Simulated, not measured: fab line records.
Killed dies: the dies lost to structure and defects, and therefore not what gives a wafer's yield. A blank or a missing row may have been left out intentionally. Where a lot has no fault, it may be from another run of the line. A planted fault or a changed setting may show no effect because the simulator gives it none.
fab line records :: flow gf180mcu
[record]
  lots = 15
  wafers = 42
  last_day = 34
route steps=602 shown VT_IMPLANT@131 V1@340 V3@454 PASSIVATION@601
lots with no fault: from the same line, run without faults
start_h: start of the lot's first displayed wafer, in hours after the record's first day :: wait_h: hours elapsed since this lot's preceding step :: " identical to the entry in the row above :: L1.1+2: several wafers, shown together as one row :: - either no value or no given start :: * or withheld: withheld :: < > ~ a bound
route shown NAME@n: names a module that has steps shown in the file, with the first one's number in the route :: usual: mean and standard deviation over wafers with no fault :: same: alike in all rows :: chamber/n: place in a boat :: sites: each site's reading :: _std_site: standard deviation across them :: _edge_site: inner sites' mean taken away from outer sites' mean :: radius_mm: for every site, how far away it sits from the centre of the wafer :: mask NAME#n: copy n :: behind: the most recent tool/chamber to have shaped the wafer :: hold: reason for holding the lot/hours on hold/outcome of the hold :: device: whichever transistor did not switch (one of n, p or np) :: end of line: the same wafers' tests at the end of the route :: a step with no rows: only its recipe :: killed: the dies lost at the first sort to structure and to defects; this is not the yield of the wafer :: map: a wafer's dies, marking killed ones x, the rest . and places with no die _
set.NAME: the setting as run; set.NAME@STEP: as run at that earlier step :: model.NAME: the simulator's own value behind a step, which no gauge read
the route's steps for a sample of lots (tables are steps, rows are wafers)
services: the hour from which a tool's chamber was out of use, counted from the record's first day as start_h (under 0 if before that day), plus the number of hours and why
[[steps]]
[step GF_VT_IMPLANT_IMPLANT_41]
[recipe]
  species = As
  energy_kev = 70
  dose_cm2 = 1.013e+12
  tilt_deg = 7
lot.wafer: L747.2+5+6
tool: implanter-04
chamber: 0
start_h: 155.15
wait_h: 0.0

lot.wafer: L748.2+5+6
tool: implanter-03
chamber: 0
start_h: 166.83
wait_h: 0.0

lot.wafer: L750.1+5+6
tool: implanter-01
chamber: 0
start_h: 177.06
wait_h: 0.0

lot.wafer: L751.1+3+6
tool: implanter-01
chamber: 0
start_h: 185.11
wait_h: 0.0

lot.wafer: L752.1+5+6
tool: implanter-04
chamber: 0
start_h: 191.46
wait_h: 0.0

lot.wafer: L754.1+4+6
tool: implanter-04
chamber: 0
start_h: 205.38
wait_h: 0.0

lot.wafer: L759.2+6
tool: implanter-04
chamber: 0
start_h: 240.23
wait_h: 0.0

lot.wafer: L760.1+6
tool: implanter-04
chamber: 0
start_h: 243.55
wait_h: 0.0

lot.wafer: L761.2+6
tool: implanter-04
chamber: 0
start_h: 250.35
wait_h: 0.0

lot.wafer: L764.3+4+5
tool: implanter-01
chamber: 0
start_h: 278.45
wait_h: 0.1

lot.wafer: L765.2+4+6
tool: implanter-03
chamber: 0
start_h: 287.80
wait_h: 0.0

lot.wafer: L766.3+4+5
tool: implanter-03
chamber: 0
start_h: 289.68
wait_h: 0.1

lot.wafer: L767.3+5+6
tool: implanter-03
chamber: 0
start_h: 294.21
wait_h: 0.1

lot.wafer: L768.3+5+6
tool: implanter-03
chamber: 0
start_h: 303.36
wait_h: 0.1

lot.wafer: L770.1+2+6
tool: implanter-03
chamber: 0
start_h: 321.01
wait_h: 0.0
[step GF_VT_IMPLANT_TW_MEAS_43]
[usual]
  VT_IMPLANT_4_TW = 688/8.2
lot.wafer: L747.2
tool: film_metro-02
chamber: -
start_h: 155.39
wait_h: 0.1
VT_IMPLANT_4_TW: 675

lot.wafer: L747.5
tool: film_metro-02
chamber: -
start_h: 155.39
wait_h: 0.1
VT_IMPLANT_4_TW: 679

lot.wafer: L747.6
tool: film_metro-02
chamber: -
start_h: 155.39
wait_h: 0.1
VT_IMPLANT_4_TW: 677

lot.wafer: L748.2
tool: film_metro-04
chamber: -
start_h: 167.06
wait_h: 0.1
VT_IMPLANT_4_TW: 696

lot.wafer: L748.5
tool: film_metro-04
chamber: -
start_h: 167.06
wait_h: 0.1
VT_IMPLANT_4_TW: 696

lot.wafer: L748.6
tool: film_metro-04
chamber: -
start_h: 167.06
wait_h: 0.1
VT_IMPLANT_4_TW: 693

lot.wafer: L750.1
tool: film_metro-04
chamber: -
start_h: 177.31
wait_h: 0.1
VT_IMPLANT_4_TW: 695

lot.wafer: L750.5
tool: film_metro-04
chamber: -
start_h: 177.31
wait_h: 0.1
VT_IMPLANT_4_TW: 697

lot.wafer: L750.6
tool: film_metro-04
chamber: -
start_h: 177.31
wait_h: 0.1
VT_IMPLANT_4_TW: 695

lot.wafer: L751.1
tool: film_metro-04
chamber: -
start_h: 185.36
wait_h: 0.1
VT_IMPLANT_4_TW: 694

lot.wafer: L751.3
tool: film_metro-04
chamber: -
start_h: 185.36
wait_h: 0.1
VT_IMPLANT_4_TW: 693

lot.wafer: L751.6
tool: film_metro-04
chamber: -
start_h: 185.36
wait_h: 0.1
VT_IMPLANT_4_TW: 694

lot.wafer: L752.1
tool: film_metro-04
chamber: -
start_h: 191.71
wait_h: 0.1
VT_IMPLANT_4_TW: 695

lot.wafer: L752.5
tool: film_metro-04
chamber: -
start_h: 191.71
wait_h: 0.1
VT_IMPLANT_4_TW: 695

lot.wafer: L752.6
tool: film_metro-04
chamber: -
start_h: 191.71
wait_h: 0.1
VT_IMPLANT_4_TW: 691

lot.wafer: L754.1
tool: film_metro-02
chamber: -
start_h: 205.63
wait_h: 0.1
VT_IMPLANT_4_TW: 677

lot.wafer: L754.4
tool: film_metro-02
chamber: -
start_h: 205.63
wait_h: 0.1
VT_IMPLANT_4_TW: 675

lot.wafer: L754.6
tool: film_metro-02
chamber: -
start_h: 205.63
wait_h: 0.1
VT_IMPLANT_4_TW: 676

lot.wafer: L759.2
tool: film_metro-01
chamber: -
start_h: 240.46
wait_h: 0.1
VT_IMPLANT_4_TW: 690

lot.wafer: L759.6
tool: film_metro-01
chamber: -
start_h: 240.46
wait_h: 0.1
VT_IMPLANT_4_TW: 623

lot.wafer: L760.1
tool: film_metro-01
chamber: -
start_h: 243.80
wait_h: 0.1
VT_IMPLANT_4_TW: 620

lot.wafer: L760.6
tool: film_metro-01
chamber: -
start_h: 243.80
wait_h: 0.1
VT_IMPLANT_4_TW: 623

lot.wafer: L761.2
tool: film_metro-01
chamber: -
start_h: 250.59
wait_h: 0.1
VT_IMPLANT_4_TW: 692

lot.wafer: L761.6
tool: film_metro-01
chamber: -
start_h: 250.59
wait_h: 0.1
VT_IMPLANT_4_TW: 619

lot.wafer: L764.3
tool: film_metro-04
chamber: -
start_h: 278.67
wait_h: 0.1
VT_IMPLANT_4_TW: 693

lot.wafer: L764.4
tool: film_metro-04
chamber: -
start_h: 278.67
wait_h: 0.1
VT_IMPLANT_4_TW: 690

lot.wafer: L764.5
tool: film_metro-04
chamber: -
start_h: 278.67
wait_h: 0.1
VT_IMPLANT_4_TW: 693

lot.wafer: L765.2
tool: film_metro-02
chamber: -
start_h: 288.04
wait_h: 0.1
VT_IMPLANT_4_TW: 677

lot.wafer: L765.4
tool: film_metro-02
chamber: -
start_h: 288.04
wait_h: 0.1
VT_IMPLANT_4_TW: 676

lot.wafer: L765.6
tool: film_metro-02
chamber: -
start_h: 288.04
wait_h: 0.1
VT_IMPLANT_4_TW: 677

lot.wafer: L766.3
tool: film_metro-04
chamber: -
start_h: 289.90
wait_h: 0.1
VT_IMPLANT_4_TW: 698

lot.wafer: L766.4
tool: film_metro-04
chamber: -
start_h: 289.90
wait_h: 0.1
VT_IMPLANT_4_TW: 698

lot.wafer: L766.5
tool: film_metro-04
chamber: -
start_h: 289.90
wait_h: 0.1
VT_IMPLANT_4_TW: 693

lot.wafer: L767.3
tool: film_metro-02
chamber: -
start_h: 294.43
wait_h: 0.1
VT_IMPLANT_4_TW: 675

lot.wafer: L767.5
tool: film_metro-02
chamber: -
start_h: 294.43
wait_h: 0.1
VT_IMPLANT_4_TW: 677

lot.wafer: L767.6
tool: film_metro-02
chamber: -
start_h: 294.43
wait_h: 0.1
VT_IMPLANT_4_TW: 680

lot.wafer: L768.3
tool: film_metro-04
chamber: -
start_h: 303.58
wait_h: 0.1
VT_IMPLANT_4_TW: 697

lot.wafer: L768.5
tool: film_metro-04
chamber: -
start_h: 303.58
wait_h: 0.1
VT_IMPLANT_4_TW: 695

lot.wafer: L768.6
tool: film_metro-04
chamber: -
start_h: 303.58
wait_h: 0.1
VT_IMPLANT_4_TW: 698

lot.wafer: L770.1
tool: film_metro-04
chamber: -
start_h: 321.26
wait_h: 0.1
VT_IMPLANT_4_TW: 694

lot.wafer: L770.2
tool: film_metro-04
chamber: -
start_h: 321.26
wait_h: 0.1
VT_IMPLANT_4_TW: 692

lot.wafer: L770.6
tool: film_metro-04
chamber: -
start_h: 321.26
wait_h: 0.1
VT_IMPLANT_4_TW: 689
[step GF_V1_BOW_MEAS_05]
[recipe]
  mode = bow
[usual]
  V1_BOW = 84/7.6
lot.wafer: L747.2
tool: film_metro-04
chamber: -
start_h: 385.84
wait_h: 0.2
V1_BOW[um]: 73

lot.wafer: L747.5
tool: film_metro-04
chamber: -
start_h: 385.84
wait_h: 0.2
V1_BOW[um]: 76

lot.wafer: L747.6
tool: film_metro-04
chamber: -
start_h: 385.84
wait_h: 0.2
V1_BOW[um]: 79

lot.wafer: L748.2
tool: film_metro-03
chamber: -
start_h: 402.00
wait_h: 0.2
V1_BOW[um]: 92

lot.wafer: L748.5
tool: film_metro-03
chamber: -
start_h: 402.00
wait_h: 0.2
V1_BOW[um]: 97

lot.wafer: L748.6
tool: film_metro-03
chamber: -
start_h: 402.00
wait_h: 0.2
V1_BOW[um]: 94

lot.wafer: L750.1
tool: film_metro-04
chamber: -
start_h: 418.00
wait_h: 0.1
V1_BOW[um]: 82

lot.wafer: L750.5
tool: film_metro-04
chamber: -
start_h: 418.00
wait_h: 0.1
V1_BOW[um]: 86

lot.wafer: L750.6
tool: film_metro-04
chamber: -
start_h: 418.00
wait_h: 0.1
V1_BOW[um]: 66

lot.wafer: L751.1
tool: film_metro-03
chamber: -
start_h: 431.89
wait_h: 0.1
V1_BOW[um]: 102

lot.wafer: L751.3
tool: film_metro-03
chamber: -
start_h: 431.89
wait_h: 0.1
V1_BOW[um]: 96

lot.wafer: L751.6
tool: film_metro-03
chamber: -
start_h: 431.89
wait_h: 0.1
V1_BOW[um]: 104

lot.wafer: L752.1
tool: film_metro-02
chamber: -
start_h: 440.80
wait_h: 0.2
V1_BOW[um]: 81

lot.wafer: L752.5
tool: film_metro-02
chamber: -
start_h: 440.80
wait_h: 0.2
V1_BOW[um]: 93

lot.wafer: L752.6
tool: film_metro-02
chamber: -
start_h: 440.80
wait_h: 0.2
V1_BOW[um]: 90

lot.wafer: L754.1
tool: film_metro-03
chamber: -
start_h: 456.78
wait_h: 0.1
V1_BOW[um]: 86

lot.wafer: L754.4
tool: film_metro-03
chamber: -
start_h: 456.78
wait_h: 0.1
V1_BOW[um]: 86

lot.wafer: L754.6
tool: film_metro-03
chamber: -
start_h: 456.78
wait_h: 0.1
V1_BOW[um]: 78

lot.wafer: L759.2
tool: film_metro-04
chamber: -
start_h: 502.32
wait_h: 0.2
V1_BOW[um]: 75

lot.wafer: L759.6
tool: film_metro-04
chamber: -
start_h: 502.32
wait_h: 0.2
V1_BOW[um]: 78

lot.wafer: L760.1
tool: film_metro-03
chamber: -
start_h: 507.67
wait_h: 0.1
V1_BOW[um]: 74

lot.wafer: L760.6
tool: film_metro-03
chamber: -
start_h: 507.67
wait_h: 0.1
V1_BOW[um]: 81

lot.wafer: L761.2
tool: film_metro-04
chamber: -
start_h: 514.58
wait_h: 0.1
V1_BOW[um]: 86

lot.wafer: L761.6
tool: film_metro-04
chamber: -
start_h: 514.58
wait_h: 0.1
V1_BOW[um]: 73

lot.wafer: L764.3
tool: film_metro-04
chamber: -
start_h: 547.24
wait_h: 0.3
V1_BOW[um]: 97

lot.wafer: L764.4
tool: film_metro-04
chamber: -
start_h: 547.24
wait_h: 0.3
V1_BOW[um]: 76

lot.wafer: L764.5
tool: film_metro-04
chamber: -
start_h: 547.24
wait_h: 0.3
V1_BOW[um]: 81

lot.wafer: L765.2
tool: film_metro-03
chamber: -
start_h: 559.01
wait_h: 0.2
V1_BOW[um]: 88

lot.wafer: L765.4
tool: film_metro-03
chamber: -
start_h: 559.01
wait_h: 0.2
V1_BOW[um]: 77

lot.wafer: L765.6
tool: film_metro-03
chamber: -
start_h: 559.01
wait_h: 0.2
V1_BOW[um]: 89

lot.wafer: L766.3
tool: film_metro-03
chamber: -
start_h: 565.15
wait_h: 0.3
V1_BOW[um]: 84

lot.wafer: L766.4
tool: film_metro-03
chamber: -
start_h: 565.15
wait_h: 0.3
V1_BOW[um]: 89

lot.wafer: L766.5
tool: film_metro-03
chamber: -
start_h: 565.15
wait_h: 0.3
V1_BOW[um]: 89

lot.wafer: L767.3
tool: film_metro-04
chamber: -
start_h: 565.54
wait_h: 0.1
V1_BOW[um]: 83

lot.wafer: L767.5
tool: film_metro-04
chamber: -
start_h: 565.54
wait_h: 0.1
V1_BOW[um]: 74

lot.wafer: L767.6
tool: film_metro-04
chamber: -
start_h: 565.54
wait_h: 0.1
V1_BOW[um]: 81

lot.wafer: L768.3
tool: film_metro-04
chamber: -
start_h: 575.71
wait_h: 0.3
V1_BOW[um]: 71

lot.wafer: L768.5
tool: film_metro-04
chamber: -
start_h: 575.71
wait_h: 0.3
V1_BOW[um]: 84

lot.wafer: L768.6
tool: film_metro-04
chamber: -
start_h: 575.71
wait_h: 0.3
V1_BOW[um]: 77

lot.wafer: L770.1
tool: film_metro-03
chamber: -
start_h: 593.15
wait_h: 0.2
V1_BOW[um]: 80

lot.wafer: L770.2
tool: film_metro-03
chamber: -
start_h: 593.15
wait_h: 0.2
V1_BOW[um]: 75

lot.wafer: L770.6
tool: film_metro-03
chamber: -
start_h: 593.15
wait_h: 0.2
V1_BOW[um]: 105
[step GF_V3_THK_MEAS_25]
[recipe]
  thk_meas_gauge = xrf
  reads = W_of_V3_CVD_23
[usual]
  V3_W_THK = 342/4.1
lot.wafer: L747.2
tool: film_metro-03
chamber: -
start_h: 513.14
wait_h: 0.1
V3_W_THK[nm]: 344

lot.wafer: L747.5
tool: film_metro-03
chamber: -
start_h: 513.14
wait_h: 0.1
V3_W_THK[nm]: 344

lot.wafer: L747.6
tool: film_metro-03
chamber: -
start_h: 513.14
wait_h: 0.1
V3_W_THK[nm]: 345

lot.wafer: L748.2
tool: film_metro-02
chamber: -
start_h: 529.08
wait_h: 0.1
V3_W_THK[nm]: 338

lot.wafer: L748.5
tool: film_metro-02
chamber: -
start_h: 529.08
wait_h: 0.1
V3_W_THK[nm]: 336

lot.wafer: L748.6
tool: film_metro-02
chamber: -
start_h: 529.08
wait_h: 0.1
V3_W_THK[nm]: 336

lot.wafer: L750.1
tool: film_metro-03
chamber: -
start_h: 544.14
wait_h: 0.1
V3_W_THK[nm]: 346

lot.wafer: L750.5
tool: film_metro-03
chamber: -
start_h: 544.14
wait_h: 0.1
V3_W_THK[nm]: 349

lot.wafer: L750.6
tool: film_metro-03
chamber: -
start_h: 544.14
wait_h: 0.1
V3_W_THK[nm]: 345

lot.wafer: L751.1
tool: film_metro-02
chamber: -
start_h: 559.34
wait_h: 0.1
V3_W_THK[nm]: 339

lot.wafer: L751.3
tool: film_metro-02
chamber: -
start_h: 559.34
wait_h: 0.1
V3_W_THK[nm]: 339

lot.wafer: L751.6
tool: film_metro-02
chamber: -
start_h: 559.34
wait_h: 0.1
V3_W_THK[nm]: 341

lot.wafer: L752.1
tool: film_metro-03
chamber: -
start_h: 563.99
wait_h: 0.1
V3_W_THK[nm]: 346

lot.wafer: L752.5
tool: film_metro-03
chamber: -
start_h: 563.99
wait_h: 0.1
V3_W_THK[nm]: 343

lot.wafer: L752.6
tool: film_metro-03
chamber: -
start_h: 563.99
wait_h: 0.1
V3_W_THK[nm]: 343

lot.wafer: L754.1
tool: film_metro-02
chamber: -
start_h: 581.44
wait_h: 0.1
V3_W_THK[nm]: 348

lot.wafer: L754.4
tool: film_metro-02
chamber: -
start_h: 581.44
wait_h: 0.1
V3_W_THK[nm]: 340

lot.wafer: L754.6
tool: film_metro-02
chamber: -
start_h: 581.44
wait_h: 0.1
V3_W_THK[nm]: 348

lot.wafer: L759.2
tool: film_metro-02
chamber: -
start_h: 620.88
wait_h: 0.1
V3_W_THK[nm]: 337

lot.wafer: L759.6
tool: film_metro-02
chamber: -
start_h: 620.88
wait_h: 0.1
V3_W_THK[nm]: 342

lot.wafer: L760.1
tool: film_metro-02
chamber: -
start_h: 626.23
wait_h: 0.1
V3_W_THK[nm]: 343

lot.wafer: L760.6
tool: film_metro-02
chamber: -
start_h: 626.23
wait_h: 0.1
V3_W_THK[nm]: 339

lot.wafer: L761.2
tool: film_metro-04
chamber: -
start_h: 632.32
wait_h: 0.1
V3_W_THK[nm]: 344

lot.wafer: L761.6
tool: film_metro-04
chamber: -
start_h: 632.32
wait_h: 0.1
V3_W_THK[nm]: 341

lot.wafer: L764.3
tool: film_metro-04
chamber: -
start_h: 659.97
wait_h: 0.1
V3_W_THK[nm]: 341

lot.wafer: L764.4
tool: film_metro-04
chamber: -
start_h: 659.97
wait_h: 0.1
V3_W_THK[nm]: 342

lot.wafer: L764.5
tool: film_metro-04
chamber: -
start_h: 659.97
wait_h: 0.1
V3_W_THK[nm]: 338

lot.wafer: L765.2
tool: film_metro-04
chamber: -
start_h: 672.48
wait_h: 0.1
V3_W_THK[nm]: 337

lot.wafer: L765.4
tool: film_metro-04
chamber: -
start_h: 672.48
wait_h: 0.1
V3_W_THK[nm]: 335

lot.wafer: L765.6
tool: film_metro-04
chamber: -
start_h: 672.48
wait_h: 0.1
V3_W_THK[nm]: 337

lot.wafer: L766.3
tool: film_metro-02
chamber: -
start_h: 675.80
wait_h: 0.1
V3_W_THK[nm]: 342

lot.wafer: L766.4
tool: film_metro-02
chamber: -
start_h: 675.80
wait_h: 0.1
V3_W_THK[nm]: 342

lot.wafer: L766.5
tool: film_metro-02
chamber: -
start_h: 675.80
wait_h: 0.1
V3_W_THK[nm]: 341

lot.wafer: L767.3
tool: film_metro-03
chamber: -
start_h: 677.60
wait_h: 0.1
V3_W_THK[nm]: 344

lot.wafer: L767.5
tool: film_metro-03
chamber: -
start_h: 677.60
wait_h: 0.1
V3_W_THK[nm]: 344

lot.wafer: L767.6
tool: film_metro-03
chamber: -
start_h: 677.60
wait_h: 0.1
V3_W_THK[nm]: 346

lot.wafer: L768.3
tool: film_metro-02
chamber: -
start_h: 686.53
wait_h: 0.1
V3_W_THK[nm]: 340

lot.wafer: L768.5
tool: film_metro-02
chamber: -
start_h: 686.53
wait_h: 0.1
V3_W_THK[nm]: 343

lot.wafer: L768.6
tool: film_metro-02
chamber: -
start_h: 686.53
wait_h: 0.1
V3_W_THK[nm]: 342

lot.wafer: L770.1
tool: film_metro-04
chamber: -
start_h: 700.22
wait_h: 0.1
V3_W_THK[nm]: 341

lot.wafer: L770.2
tool: film_metro-04
chamber: -
start_h: 700.22
wait_h: 0.1
V3_W_THK[nm]: 346

lot.wafer: L770.6
tool: film_metro-04
chamber: -
start_h: 700.22
wait_h: 0.1
V3_W_THK[nm]: 340
[step GF_PASSIVATION_BOW_MEAS_14]
[recipe]
  mode = bow
[usual]
  PASSIVATION_BOW = 137/12
lot.wafer: L747.2
tool: film_metro-03
chamber: -
start_h: 672.50
wait_h: 0.0
PASSIVATION_BOW[um]: 119

lot.wafer: L747.5
tool: film_metro-03
chamber: -
start_h: 672.50
wait_h: 0.0
PASSIVATION_BOW[um]: 122

lot.wafer: L747.6
tool: film_metro-03
chamber: -
start_h: 672.50
wait_h: 0.0
PASSIVATION_BOW[um]: 125

lot.wafer: L748.2
tool: film_metro-04
chamber: -
start_h: 688.21
wait_h: 0.0
PASSIVATION_BOW[um]: 157

lot.wafer: L748.5
tool: film_metro-04
chamber: -
start_h: 688.21
wait_h: 0.0
PASSIVATION_BOW[um]: 163

lot.wafer: L748.6
tool: film_metro-04
chamber: -
start_h: 688.21
wait_h: 0.0
PASSIVATION_BOW[um]: 161

lot.wafer: L750.1
tool: film_metro-04
chamber: -
start_h: 700.60
wait_h: 0.0
PASSIVATION_BOW[um]: 130

lot.wafer: L750.5
tool: film_metro-04
chamber: -
start_h: 700.60
wait_h: 0.0
PASSIVATION_BOW[um]: 133

lot.wafer: L750.6
tool: film_metro-04
chamber: -
start_h: 700.60
wait_h: 0.0
PASSIVATION_BOW[um]: 113

lot.wafer: L751.1
tool: film_metro-01
chamber: -
start_h: 712.20
wait_h: 0.0
PASSIVATION_BOW[um]: 144

lot.wafer: L751.3
tool: film_metro-01
chamber: -
start_h: 712.20
wait_h: 0.0
PASSIVATION_BOW[um]: 137

lot.wafer: L751.6
tool: film_metro-01
chamber: -
start_h: 712.20
wait_h: 0.0
PASSIVATION_BOW[um]: 149

lot.wafer: L752.1
tool: film_metro-03
chamber: -
start_h: 716.00
wait_h: 0.0
PASSIVATION_BOW[um]: 138

lot.wafer: L752.5
tool: film_metro-03
chamber: -
start_h: 716.00
wait_h: 0.0
PASSIVATION_BOW[um]: 150

lot.wafer: L752.6
tool: film_metro-03
chamber: -
start_h: 716.00
wait_h: 0.0
PASSIVATION_BOW[um]: 148

lot.wafer: L754.1
tool: film_metro-01
chamber: -
start_h: 729.83
wait_h: 0.0
PASSIVATION_BOW[um]: 133

lot.wafer: L754.4
tool: film_metro-01
chamber: -
start_h: 729.83
wait_h: 0.0
PASSIVATION_BOW[um]: 134

lot.wafer: L754.6
tool: film_metro-01
chamber: -
start_h: 729.83
wait_h: 0.0
PASSIVATION_BOW[um]: 127

lot.wafer: L759.2
tool: film_metro-03
chamber: -
start_h: 761.37
wait_h: 0.0
PASSIVATION_BOW[um]: 135

lot.wafer: L759.6
tool: film_metro-03
chamber: -
start_h: 761.37
wait_h: 0.0
PASSIVATION_BOW[um]: 138

lot.wafer: L760.1
tool: film_metro-03
chamber: -
start_h: 765.68
wait_h: 0.0
PASSIVATION_BOW[um]: 132

lot.wafer: L760.6
tool: film_metro-03
chamber: -
start_h: 765.68
wait_h: 0.0
PASSIVATION_BOW[um]: 141

lot.wafer: L761.2
tool: film_metro-04
chamber: -
start_h: 771.60
wait_h: 0.0
PASSIVATION_BOW[um]: 144

lot.wafer: L761.6
tool: film_metro-04
chamber: -
start_h: 771.60
wait_h: 0.0
PASSIVATION_BOW[um]: 128

lot.wafer: L764.3
tool: film_metro-04
chamber: -
start_h: 794.54
wait_h: 0.0
PASSIVATION_BOW[um]: 151

lot.wafer: L764.4
tool: film_metro-04
chamber: -
start_h: 794.54
wait_h: 0.0
PASSIVATION_BOW[um]: 129

lot.wafer: L764.5
tool: film_metro-04
chamber: -
start_h: 794.54
wait_h: 0.0
PASSIVATION_BOW[um]: 135

lot.wafer: L765.2
tool: film_metro-03
chamber: -
start_h: 802.80
wait_h: 0.0
PASSIVATION_BOW[um]: 145

lot.wafer: L765.4
tool: film_metro-03
chamber: -
start_h: 802.80
wait_h: 0.0
PASSIVATION_BOW[um]: 133

lot.wafer: L765.6
tool: film_metro-03
chamber: -
start_h: 802.80
wait_h: 0.0
PASSIVATION_BOW[um]: 146

lot.wafer: L766.3
tool: film_metro-03
chamber: -
start_h: 806.19
wait_h: 0.0
PASSIVATION_BOW[um]: 143

lot.wafer: L766.4
tool: film_metro-03
chamber: -
start_h: 806.19
wait_h: 0.0
PASSIVATION_BOW[um]: 150

lot.wafer: L766.5
tool: film_metro-03
chamber: -
start_h: 806.19
wait_h: 0.0
PASSIVATION_BOW[um]: 150

lot.wafer: L767.3
tool: film_metro-04
chamber: -
start_h: 811.52
wait_h: 0.0
PASSIVATION_BOW[um]: 131

lot.wafer: L767.5
tool: film_metro-04
chamber: -
start_h: 811.52
wait_h: 0.0
PASSIVATION_BOW[um]: 125

lot.wafer: L767.6
tool: film_metro-04
chamber: -
start_h: 811.52
wait_h: 0.0
PASSIVATION_BOW[um]: 130

lot.wafer: L768.3
tool: film_metro-03
chamber: -
start_h: 814.69
wait_h: 0.0
PASSIVATION_BOW[um]: 123

lot.wafer: L768.5
tool: film_metro-03
chamber: -
start_h: 814.69
wait_h: 0.0
PASSIVATION_BOW[um]: 135

lot.wafer: L768.6
tool: film_metro-03
chamber: -
start_h: 814.69
wait_h: 0.0
PASSIVATION_BOW[um]: 126

lot.wafer: L770.1
tool: film_metro-01
chamber: -
start_h: 824.75
wait_h: 0.0
PASSIVATION_BOW[um]: 142

lot.wafer: L770.2
tool: film_metro-01
chamber: -
start_h: 824.75
wait_h: 0.0
PASSIVATION_BOW[um]: 138

lot.wafer: L770.6
tool: film_metro-01
chamber: -
start_h: 824.75
wait_h: 0.0
PASSIVATION_BOW[um]: 165
[[services]]
tool: implanter-01
chamber: -
start_h: 154.87
hours: 3.9
kind: pm

tool: implanter-03
chamber: -
start_h: 182.29
hours: 3.0
kind: pm

tool: implanter-04
chamber: -
start_h: 252.27
hours: 3.4
kind: repair

tool: implanter-04
chamber: -
start_h: 280.78
hours: 4.1
kind: pm

tool: implanter-03
chamber: -
start_h: 305.43
hours: 3.2
kind: repair
[[key]]
[first_sign]
  step = GF_VT_IMPLANT_TW_MEAS_43
  reading = VT_IMPLANT_4_TW
  direction = down
  sigmas = 8.1
  usual = 688
  struck = 621
effect none on later readings
met_at GF_VT_IMPLANT_IMPLANT_41
struck_lots L759,L760,L761
struck_wafers L759.6,L760.1,L760.6,L761.6
tester_left_out L759,L760,L761
not_acting_at GF_V1_BOW_MEAS_05,GF_V3_THK_MEAS_25,GF_PASSIVATION_BOW_MEAS_14
onset_between 205.38 240.23
[fault]
  kind = process_parameter_drift
  tool = implanter-04
  chamber = -
  onset_h = 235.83
  steps = GF_VT_IMPLANT_IMPLANT_41
  channel = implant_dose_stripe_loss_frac
  offset = 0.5
  shape = step
  end_h = 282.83
  scope = struck_wafers_only
// tester_left_out: of these lots the tester's yield and bins aren't shown, on N5 and GAA mostly nor the transistor test; their killed dies are dies lost to structure and defects alone, not to doping, threshold or leakage, so they don't give the yield
